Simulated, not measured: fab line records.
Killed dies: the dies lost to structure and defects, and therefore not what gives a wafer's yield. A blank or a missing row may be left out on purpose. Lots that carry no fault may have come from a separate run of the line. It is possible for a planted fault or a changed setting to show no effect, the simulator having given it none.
What tool caused it? :: flow gf180mcu :: 13 lots with 39 wafers sampled at 4 steps, on a route of 602 steps

WHAT THE GAUGES SHOWED, per wafer
GF_M5_CD_MEAS_07: target cd 280 nm. Usual: cd_nm at 280.2 nm, with a standard deviation of 1.3.
lot: L537
measured: day 26 06:49
on: cd_sem-02
cd_nm (nm): 279.1 278.6 279.9
flag: 

lot: L538
measured: day 26 12:38
on: cd_sem-01
cd_nm (nm): 280.0 279.6 279.5
flag: 

lot: L543
measured: day 28 01:57
on: cd_sem-01
cd_nm (nm): 280.7 280.8 280.9
flag: 

lot: L545
measured: day 28 21:59
on: cd_sem-01
cd_nm (nm): 280.3 281.3 281.6
flag: 

lot: L546
measured: day 29 00:15
on: cd_sem-02
cd_nm (nm): 280.9 279.9 279.9
flag: 

lot: L547
measured: day 29 09:59
on: cd_sem-01
cd_nm (nm): 283.4 281.7 282.2
flag: 

lot: L548
measured: day 29 16:20
on: cd_sem-01
cd_nm (nm): 280.8 279.9 281.2
flag: 

lot: L549
measured: day 30 00:14
on: cd_sem-02
cd_nm (nm): 280.3 281.6 281.2
flag: 

lot: L552
measured: day 30 17:59
on: cd_sem-01
cd_nm (nm): 277.2 277.0 278.3
flag: 

lot: L553
measured: day 30 20:26
on: cd_sem-02
cd_nm (nm): 280.8 279.8 280.1
flag: 

lot: L554
measured: day 31 08:20
on: cd_sem-01
cd_nm (nm): 278.4 279.0 280.0
flag: 

lot: L555
measured: day 31 11:25
on: cd_sem-02
cd_nm (nm): 279.8 280.3 279.0
flag: 

lot: L556
measured: day 31 19:43
on: cd_sem-01
cd_nm (nm): 278.5 279.0 279.6
flag: 

TOOL THAT RAN EACH LOT (tool first, then ch and the chambers of the sampled wafers, then the start)
lot: L537
GF_NSD_STRIP_11: plasma_asher-02 ch 0,1, day 13 09:41
GF_CONTACT_ETCH_16: rie_diel-01 ch 1,2, day 16 03:36
GF_V4_ETCH_16: rie_diel-04 ch 1,3, day 24 09:45

lot: L538
GF_NSD_STRIP_11: plasma_asher-01 ch 0,1, day 13 20:57
GF_CONTACT_ETCH_16: rie_diel-04 ch 0,1,2, day 16 14:07
GF_V4_ETCH_16: rie_diel-01 ch 0,1,3, day 24 16:24

lot: L543
GF_NSD_STRIP_11: plasma_asher-04 ch 0,1, day 15 03:57
GF_CONTACT_ETCH_16: rie_diel-04 ch 0,3, day 18 00:34
GF_V4_ETCH_16: rie_diel-04 ch 0,2,3, day 26 06:12

lot: L545
GF_NSD_STRIP_11: plasma_asher-04 ch 0,1, day 16 01:43
GF_CONTACT_ETCH_16: rie_diel-04 ch 2,3, day 19 01:54
GF_V4_ETCH_16: rie_diel-01 ch 1,2,3, day 27 03:41

lot: L546
GF_NSD_STRIP_11: plasma_asher-04 ch 0,1, day 16 04:53
GF_CONTACT_ETCH_16: rie_diel-03 ch 1,2, day 19 03:23
GF_V4_ETCH_16: rie_diel-03 ch 0,1,2, day 27 05:40

lot: L547
GF_NSD_STRIP_11: plasma_asher-04 ch 0,1, day 16 18:35
GF_CONTACT_ETCH_16: rie_diel-01 ch 0,1,2, day 19 17:56
GF_V4_ETCH_16: rie_diel-03 ch 1,2,3, day 27 16:43

lot: L548
GF_NSD_STRIP_11: plasma_asher-02 ch 0,1, day 16 23:09
GF_CONTACT_ETCH_16: rie_diel-01 ch 0,1,3, day 19 20:52
GF_V4_ETCH_16: rie_diel-04 ch 0,3, day 28 00:02

lot: L549
GF_NSD_STRIP_11: plasma_asher-01 ch 0,1, day 17 09:47
GF_CONTACT_ETCH_16: rie_diel-01 ch 0,2,3, day 20 10:50
GF_V4_ETCH_16: rie_diel-04 ch 1,2,3, day 28 08:05

lot: L552
GF_NSD_STRIP_11: plasma_asher-01 ch 0,1, day 18 09:02
GF_CONTACT_ETCH_16: rie_diel-01 ch 0,2, day 21 11:22
GF_V4_ETCH_16: rie_diel-04 ch 0,3, day 29 02:08

lot: L553
GF_NSD_STRIP_11: plasma_asher-02 ch 0,1, day 18 13:58
GF_CONTACT_ETCH_16: rie_diel-01 ch 0,1,2, day 21 15:46
GF_V4_ETCH_16: rie_diel-01 ch 0,2,3, day 29 05:56

lot: L554
GF_NSD_STRIP_11: plasma_asher-02 ch 0,1, day 19 03:11
GF_CONTACT_ETCH_16: rie_diel-01 ch 0,1, day 22 05:13
GF_V4_ETCH_16: rie_diel-01 ch 1,3, day 29 19:16

lot: L555
GF_NSD_STRIP_11: plasma_asher-04 ch 0,1, day 19 10:56
GF_CONTACT_ETCH_16: rie_diel-04 ch 1,2, day 22 12:55
GF_V4_ETCH_16: rie_diel-01 ch 0,1, day 29 22:35

lot: L556
GF_NSD_STRIP_11: plasma_asher-04 ch 0,1, day 19 23:03
GF_CONTACT_ETCH_16: rie_diel-03 ch 0,1,3, day 23 00:15
GF_V4_ETCH_16: rie_diel-01 ch 2,3, day 30 08:17
- GF_NSD_STRIP_11: strips in O2/N2.
- GF_CONTACT_ETCH_16: etches BARC in N2/H2.
- GF_V4_ETCH_16: etches BARC in N2/H2.

WHAT THE TOOLS THEMSELVES READ (means of the sampled wafers that have a number; where no wafer has one, the mark that the record gives instead)
GF_NSD_STRIP_11. Usual: drypump_motor_current_A 6.1 A, standard deviation 0.43; heater_power_w 340 W, standard deviation 17; oes_product_au 0.487 a.u., standard deviation 0.0041; strip_time_to_endpoint_s 22.97 s, standard deviation 0.037.
lot: L537
tool: plasma_asher-02
drypump_motor_current_A (A): 6.6
heater_power_w (W): 335
oes_product_au (a.u.): 0.484
strip_time_to_endpoint_s (s): 22.98
flag: 

lot: L538
tool: plasma_asher-01
drypump_motor_current_A (A): 6.1
heater_power_w (W): 335
oes_product_au (a.u.): 0.484
strip_time_to_endpoint_s (s): 22.94
flag: 

lot: L543
tool: plasma_asher-04
drypump_motor_current_A (A): 6.0
heater_power_w (W): 354
oes_product_au (a.u.): 0.486
strip_time_to_endpoint_s (s): 22.96
flag: 

lot: L545
tool: plasma_asher-04
drypump_motor_current_A (A): 6.0
heater_power_w (W): 349
oes_product_au (a.u.): 0.489
strip_time_to_endpoint_s (s): 22.95
flag: 

lot: L546
tool: plasma_asher-04
drypump_motor_current_A (A): 6.0
heater_power_w (W): 354
oes_product_au (a.u.): 0.484
strip_time_to_endpoint_s (s): 22.95
flag: 

lot: L547
tool: plasma_asher-04
drypump_motor_current_A (A): 6.0
heater_power_w (W): 352
oes_product_au (a.u.): 0.489
strip_time_to_endpoint_s (s): 23.03
flag: 

lot: L548
tool: plasma_asher-02
drypump_motor_current_A (A): 6.6
heater_power_w (W): 335
oes_product_au (a.u.): 0.485
strip_time_to_endpoint_s (s): 22.93
flag: 

lot: L549
tool: plasma_asher-01
drypump_motor_current_A (A): 5.8
heater_power_w (W): 328
oes_product_au (a.u.): 0.488
strip_time_to_endpoint_s (s): 22.97
flag: 

lot: L552
tool: plasma_asher-01
drypump_motor_current_A (A): 6.1
heater_power_w (W): 329
oes_product_au (a.u.): 0.487
strip_time_to_endpoint_s (s): 22.99
flag: 

lot: L553
tool: plasma_asher-02
drypump_motor_current_A (A): 6.4
heater_power_w (W): 343
oes_product_au (a.u.): 0.485
strip_time_to_endpoint_s (s): 22.99
flag: 

lot: L554
tool: plasma_asher-02
drypump_motor_current_A (A): 6.4
heater_power_w (W): 345
oes_product_au (a.u.): 0.483
strip_time_to_endpoint_s (s): 22.98
flag: 

lot: L555
tool: plasma_asher-04
drypump_motor_current_A (A): 5.7
heater_power_w (W): 344
oes_product_au (a.u.): 0.486
strip_time_to_endpoint_s (s): 22.93
flag: 

lot: L556
tool: plasma_asher-04
drypump_motor_current_A (A): 6.0
heater_power_w (W): 351
oes_product_au (a.u.): 0.488
strip_time_to_endpoint_s (s): 22.96
flag: 

GF_CONTACT_ETCH_16. Usual: drypump_motor_current_A 5.7 A, standard deviation 0.47; oes_product_au 0.854 a.u., standard deviation 0.0048; throttle_valve_pct 13.225 %, standard deviation 0.0092.
lot: L537
tool: rie_diel-01
drypump_motor_current_A (A): 5.7
oes_product_au (a.u.): 0.854
throttle_valve_pct (%): 13.226
flag: 

lot: L538
tool: rie_diel-04
drypump_motor_current_A (A): 5.7
oes_product_au (a.u.): 0.858
throttle_valve_pct (%): 13.223
flag: 

lot: L543
tool: rie_diel-04
drypump_motor_current_A (A): 5.2
oes_product_au (a.u.): 0.853
throttle_valve_pct (%): 13.219
flag: 

lot: L545
tool: rie_diel-04
drypump_motor_current_A (A): 5.1
oes_product_au (a.u.): 0.849
throttle_valve_pct (%): 13.223
flag: 

lot: L546
tool: rie_diel-03
drypump_motor_current_A (A): 5.9
oes_product_au (a.u.): 0.860
throttle_valve_pct (%): 13.221
flag: 

lot: L547
tool: rie_diel-01
drypump_motor_current_A (A): 5.9
oes_product_au (a.u.): 0.854
throttle_valve_pct (%): 13.224
flag: 

lot: L548
tool: rie_diel-01
drypump_motor_current_A (A): 5.6
oes_product_au (a.u.): 0.855
throttle_valve_pct (%): 13.220
flag: 

lot: L549
tool: rie_diel-01
drypump_motor_current_A (A): 5.7
oes_product_au (a.u.): 0.854
throttle_valve_pct (%): 13.220
flag: 

lot: L552
tool: rie_diel-01
drypump_motor_current_A (A): 6.2
oes_product_au (a.u.): 0.850
throttle_valve_pct (%): 13.211
flag: 

lot: L553
tool: rie_diel-01
drypump_motor_current_A (A): 5.9
oes_product_au (a.u.): 0.853
throttle_valve_pct (%): 13.228
flag: 

lot: L554
tool: rie_diel-01
drypump_motor_current_A (A): 5.8
oes_product_au (a.u.): 0.852
throttle_valve_pct (%): 13.219
flag: 

lot: L555
tool: rie_diel-04
drypump_motor_current_A (A): 5.8
oes_product_au (a.u.): 0.851
throttle_valve_pct (%): 13.238
flag: 

lot: L556
tool: rie_diel-03
drypump_motor_current_A (A): 6.1
oes_product_au (a.u.): 0.851
throttle_valve_pct (%): 13.229
flag: 

GF_V4_ETCH_16. Usual: drypump_motor_current_A 5.8 A, standard deviation 0.46; oes_product_au 0.854 a.u., standard deviation 0.0052; throttle_valve_pct 13.226 %, standard deviation 0.0091.
lot: L537
tool: rie_diel-04
drypump_motor_current_A (A): 5.6
oes_product_au (a.u.): 0.852
throttle_valve_pct (%): 13.228
flag: 

lot: L538
tool: rie_diel-01
drypump_motor_current_A (A): 5.7
oes_product_au (a.u.): 0.851
throttle_valve_pct (%): 13.222
flag: 

lot: L543
tool: rie_diel-04
drypump_motor_current_A (A): 5.4
oes_product_au (a.u.): 0.849
throttle_valve_pct (%): 13.229
flag: 

lot: L545
tool: rie_diel-01
drypump_motor_current_A (A): 5.4
oes_product_au (a.u.): 0.852
throttle_valve_pct (%): 13.223
flag: 

lot: L546
tool: rie_diel-03
drypump_motor_current_A (A): 5.8
oes_product_au (a.u.): 0.855
throttle_valve_pct (%): 13.220
flag: 

lot: L547
tool: rie_diel-03
drypump_motor_current_A (A): 6.1
oes_product_au (a.u.): 0.854
throttle_valve_pct (%): 13.227
flag: 

lot: L548
tool: rie_diel-04
drypump_motor_current_A (A): 5.5
oes_product_au (a.u.): 0.860
throttle_valve_pct (%): 13.238
flag: 

lot: L549
tool: rie_diel-04
drypump_motor_current_A (A): 5.5
oes_product_au (a.u.): 0.850
throttle_valve_pct (%): 13.226
flag: 

lot: L552
tool: rie_diel-04
drypump_motor_current_A (A): 5.3
oes_product_au (a.u.): 0.859
throttle_valve_pct (%): 13.220
flag: 

lot: L553
tool: rie_diel-01
drypump_motor_current_A (A): 5.7
oes_product_au (a.u.): 0.853
throttle_valve_pct (%): 13.228
flag: 

lot: L554
tool: rie_diel-01
drypump_motor_current_A (A): 5.4
oes_product_au (a.u.): 0.861
throttle_valve_pct (%): 13.223
flag: 

lot: L555
tool: rie_diel-01
drypump_motor_current_A (A): 5.9
oes_product_au (a.u.): 0.860
throttle_valve_pct (%): 13.221
flag: 

lot: L556
tool: rie_diel-01
drypump_motor_current_A (A): 5.5
oes_product_au (a.u.): 0.850
throttle_valve_pct (%): 13.224
flag: 

THE ANSWER, worked out from the rows above alone
Rule: take the mean of a lot's wafers that have a number; if it is more than 3 standard deviations from the usual mean, the lot is off. Also off: a lot with no number at a reading for which 4 or more lots have one. Where the step has rows for the other lots, those lots are counted as sound. The gauges are gone through in route order, then the tools' own readings, and for those a lot's mean is taken as printed above. The first step at which some lot is off is used, and at that step the reading that is off furthest; a lot without a number counts as furthest.
Nothing can be told from this: no lot is off at any reading shown.

WHAT THE SIMULATOR HAD INSERTED
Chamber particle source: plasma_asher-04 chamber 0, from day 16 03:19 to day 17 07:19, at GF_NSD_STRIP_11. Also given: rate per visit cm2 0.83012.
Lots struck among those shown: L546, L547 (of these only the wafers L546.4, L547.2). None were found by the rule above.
